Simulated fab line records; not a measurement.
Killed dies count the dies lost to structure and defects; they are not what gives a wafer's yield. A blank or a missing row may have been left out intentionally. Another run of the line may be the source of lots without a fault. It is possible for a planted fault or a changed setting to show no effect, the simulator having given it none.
Struck lot and sound lot, side by side + flow gf180mcu + 16 out of 602 route steps
Sound: the wafers L823.4, L823.5, L823.6. Wafers struck: L826.1, L826.2, L826.6. At the end, the cause is stated.
Order at every step that has rows: each side's tool, ch and its chambers, its first start. Under that, the readings that differ: sound wafers + struck wafers + difference of the means + sigmas: that difference in standard deviations of wafers without a fault.
alike: readings whose means differ by less than 2 such deviations, and words and numbers that are the same on both sides. not compared: withheld readings, readings that some wafer has no value for, bounds like >300 that may hide the same value, and numbers for which the record gives no deviation and whose values overlap.
Wherever a step has rows on one side only, a row that says differs or no value, or a row with sigmas, the two part there. Non-overlapping numbers with no deviation appear without sigmas and do not part them. A reading missing from all wafers of one side parts the sides only when that side holds two or more wafers.

GF_M1_SPUTTER_04: material TiN, target thk 50 nm, time 41.7 s.
  sound on pvd_sputter-01 at day 17 00:18; struck on pvd_sputter-01 at day 18 01:28
  alike: throttle_valve_pct
GF_M1_RS_MEAS_05: measurement is done with a four-point probe.
  sound on film_metro-03 at day 17 00:24; struck on film_metro-04 at day 18 01:30
  alike: M1_ALCU_RS
GF_M1_THK_MEAS_06: measures by xrf.
  sound on film_metro-03 at day 17 00:29; struck on film_metro-04 at day 18 01:37
  alike: M1_ALCU_THK
then, 5 steps without rows for these wafers: GF_M1_DEHYDRATE_07 (time 60 s); GF_M1_HMDS_08 (prime time 60 s); GF_M1_COAT_09 (resist thk 1000 nm); GF_M1_SOFTBAKE_10 (time 60 s); GF_M1_EXPOSE_11 (exposes mask Metal1, target cd 230 nm).
GF_M1_PEB_12: peb time 92.99 s.
  sound: litho_track-04 ch 0; struck: litho_track-01 ch 0
  alike: chill_plate_temp_C, heater_power_total_W, plate_sensor_t_centre_C, plate_sensor_t_edge_C
then, 1 step without rows for these wafers: GF_M1_DEVELOP_13 (develop time 60 s).
GF_M1_CD_MEAS_14: the cd target is 230 nm.
  sound on cd_sem-02 at day 17 23:07; struck on cd_sem-02 at day 19 01:03
  alike: cd_nm
GF_M1_OVL_MEAS_15:
  sound on overlay-01 at day 17 23:12; struck on overlay-02 at day 19 01:10
  alike: M1_OVL
GF_M1_METAL_ETCH_16: etches the open film in Cl2/BCl3, stops on SiO2, target depth 750.8 nm, time 125.1 s.
  sound on rie_metal-03 ch 0,1, day 17 23:16; struck on rie_metal-04 ch 1, day 19 01:13
  no value came back on the struck wafers for any of 5 readings (bcl3_flow_sccm (sccm), bias_w (W) and others); on the sound wafers bcl3_flow_sccm (sccm) reads 40.02 39.94 39.98
| reading                             | sound             | struck            | difference | sigmas |
|-------------------------------------|-------------------|-------------------|------------|--------|
| model.KrF_of_M1_COAT_09.thk_nm (nm) | 683.6 685.5 677.9 | 989.3 988.2 987.5 | +306.0     |        |
  not compared: rf_hours_counter_h
GF_M1_STRIP_17: strips in O2/N2.
  sound on plasma_asher-01 ch 0,1, day 17 23:23; struck on plasma_asher-03 ch 0,1, day 19 01:28
| reading                      | sound             | struck            | difference | sigmas |
|------------------------------|-------------------|-------------------|------------|--------|
| drypump_motor_current_A (A)  | 6.6 6.6 6.5       | 5.3 5.0 5.3       | -1.4       | -2     |
| oes_product_au (a.u.)        | 0.537 0.534 0.539 | 0.654 0.663 0.658 | +0.122     | +25    |
| strip_time_to_endpoint_s (s) | 7.38 7.38 7.31    | 10.26 10.26 10.22 | +2.89      | +61    |
  alike: heater_power_w
  not compared: rf_hours_counter_h
then, 1 step without rows for these wafers: GF_M1_STRIP_18 (strips in post etch residue remover, time 1200 s).
-- the record jumps here: 12 days lie between the struck wafers' starts before and after (it left off in module M1 and takes up again in module PASSIVATION, whose first step shown is number 602 of the route) --
GF_PASSIVATION_PROBE_99:
  record: rows for the struck wafers here (prober-01, day 30 14:17), none for the sound ones

== WHERE THEY PART ==
Earliest at GF_M1_METAL_ETCH_16; latest, in this record, at GF_PASSIVATION_PROBE_99.

WHY: the cause the simulator had injected
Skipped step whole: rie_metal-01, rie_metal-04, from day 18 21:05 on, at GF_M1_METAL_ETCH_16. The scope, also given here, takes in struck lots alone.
